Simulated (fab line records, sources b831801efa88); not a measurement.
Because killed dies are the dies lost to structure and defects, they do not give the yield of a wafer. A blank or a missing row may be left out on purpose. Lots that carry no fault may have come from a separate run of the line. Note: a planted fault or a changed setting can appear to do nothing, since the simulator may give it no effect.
Tool commonality check + flow sky130 + Lots sampled 13, wafers sampled 39

THE REASON FOR OPENING IT
Of 13 lots, 2 have the reading SD_N_RS flagged at SKY_SD_N_RS_MEAS_16. Fault-free wafers read 68.58 ohm/sq, with a standard deviation of 0.15.
Rule: a lot is flagged in two cases, either no wafer of it has a number, or all its wafers with numbers fall more than 4 standard deviations from that mean. The rest of the lots are taken to be sound.

| lot  | measured     | on            | SD_N_RS (ohm/sq), wafer by wafer | flag    |
|------|--------------|---------------|----------------------------------|---------|
| L495 | day 28 05:47 | film_metro-03 | 68.53 68.49 68.46                |         |
| L499 | day 29 14:43 | film_metro-03 | 68.49 68.64 68.54                |         |
| L501 | day 30 02:47 | film_metro-01 | 68.88 68.87 68.83                |         |
| L503 | day 30 09:47 | film_metro-03 | 68.47 68.60 68.45                |         |
| L502 | day 30 14:43 | film_metro-02 | 66.93 66.95 67.18                | FLAGGED |
| L505 | day 31 06:34 | film_metro-02 | 67.12 67.01 67.08                | FLAGGED |
| L508 | day 34 09:43 | film_metro-02 | 68.49 68.68 68.39                |         |
| L514 | day 34 12:12 | film_metro-01 | 68.77 68.70 68.63                |         |
| L513 | day 34 12:26 | film_metro-03 | 68.40 68.41 68.53                |         |
| L512 | day 34 12:52 | film_metro-02 | 68.45 68.60 68.55                |         |
| L515 | day 34 15:02 | film_metro-03 | 68.56 68.62 68.76                |         |
| L517 | day 34 19:55 | film_metro-01 | 68.65 68.74 68.66                |         |
| L518 | day 35 04:46 | film_metro-01 | 68.56 68.67 68.81                |         |
The numbers of the flagged lots are 67.05 ohm/sq on average: -1.53 ohm/sq against the usual, or -10 standard deviations.

EACH LOT AND THE TOOL IT RAN ON
2 process steps preceding the reading are held in the record, out of 708 steps in the route. In each cell: the tool, then ch and the chambers that the sampled wafers went through, then the start.
| lot  | flag    | SKY_SD_N_IMPLANT_09             | SKY_SD_N_STRIP_11                    |
|------|---------|---------------------------------|--------------------------------------|
| L495 |         | implanter-04 ch 0, day 28 05:03 | plasma_asher-04 ch 0,1, day 28 05:19 |
| L499 |         | implanter-02 ch 0, day 29 14:01 | plasma_asher-01 ch 0,1, day 29 14:19 |
| L501 |         | implanter-03 ch 0, day 30 02:07 | plasma_asher-03 ch 0,1, day 30 02:24 |
| L503 |         | implanter-04 ch 0, day 30 09:06 | plasma_asher-04 ch 1, day 30 09:24   |
| L502 | FLAGGED | implanter-03 ch 0, day 30 14:01 | plasma_asher-01 ch 0,1, day 30 14:19 |
| L505 | FLAGGED | implanter-03 ch 0, day 31 05:52 | plasma_asher-03 ch 0,1, day 31 06:10 |
| L508 |         | implanter-04 ch 0, day 34 08:30 | plasma_asher-04 ch 0,1, day 34 08:47 |
| L514 |         | implanter-04 ch 0, day 34 11:31 | plasma_asher-04 ch 0,1, day 34 11:49 |
| L513 |         | implanter-02 ch 0, day 34 11:45 | plasma_asher-04 ch 0,1, day 34 12:03 |
| L512 |         | implanter-04 ch 0, day 34 12:11 | plasma_asher-01 ch 0,1, day 34 12:28 |
| L515 |         | implanter-04 ch 0, day 34 14:21 | plasma_asher-04 ch 0,1, day 34 14:37 |
| L517 |         | implanter-03 ch 0, day 34 19:12 | plasma_asher-04 ch 0,1, day 34 19:29 |
| L518 |         | implanter-03 ch 0, day 35 04:04 | plasma_asher-01 ch 0,1, day 35 04:22 |
What the steps here do:
- SKY_SD_N_IMPLANT_09
- SKY_SD_N_STRIP_11: strips in O2/N2.
- SKY_SD_N_RS_MEAS_16: measures by four-point-probe.

FLAGGED AGAINST TOTAL, ONE TOOL AT A TIME (gauges that did the reading follow at the end)
| step                | tool            | lots run | flagged | share of the flagged lots | sound lots run after its first flagged lot |
|---------------------|-----------------|----------|---------|---------------------------|--------------------------------------------|
| SKY_SD_N_IMPLANT_09 | implanter-02    | 2        | 0       | none                      | -                                          |
| SKY_SD_N_IMPLANT_09 | implanter-03    | 5        | 2       | all                       | 2 (L517,L518)                              |
| SKY_SD_N_IMPLANT_09 | implanter-04    | 6        | 0       | none                      | -                                          |
| SKY_SD_N_STRIP_11   | plasma_asher-01 | 4        | 1       | some                      | 2 (L512,L518)                              |
| SKY_SD_N_STRIP_11   | plasma_asher-03 | 2        | 1       | some                      | 0                                          |
| SKY_SD_N_STRIP_11   | plasma_asher-04 | 7        | 0       | none                      | -                                          |
| SKY_SD_N_RS_MEAS_16 | film_metro-01   | 4        | 0       | none                      | -                                          |
| SKY_SD_N_RS_MEAS_16 | film_metro-02   | 4        | 2       | all                       | 2 (L508,L512)                              |
| SKY_SD_N_RS_MEAS_16 | film_metro-03   | 5        | 0       | none                      | -                                          |

THE TABLE: WHAT IT ALLOWS
Table rows that saw every flagged lot: 2, namely implanter-03 at SKY_SD_N_IMPLANT_09 and film_metro-02 at SKY_SD_N_RS_MEAS_16.
- implanter-03 at SKY_SD_N_IMPLANT_09: 2 of its 5 lots flagged. Sound lots followed the first flagged one (L517, L518) on it, something a lasting fault affecting the whole tool could not allow. Its own readings (beam_energy_keV) fall more than 4 standard deviations out on all wafers of the flagged lots.
- film_metro-02 at SKY_SD_N_RS_MEAS_16: 2 of its 4 lots flagged. Sound lots followed the first flagged one (L508, L512) on it, something a lasting fault affecting the whole tool could not allow.
Every row of the table either missed a flagged lot or ran a sound lot after the first.

WHAT THE SIMULATOR HAD PUT IN
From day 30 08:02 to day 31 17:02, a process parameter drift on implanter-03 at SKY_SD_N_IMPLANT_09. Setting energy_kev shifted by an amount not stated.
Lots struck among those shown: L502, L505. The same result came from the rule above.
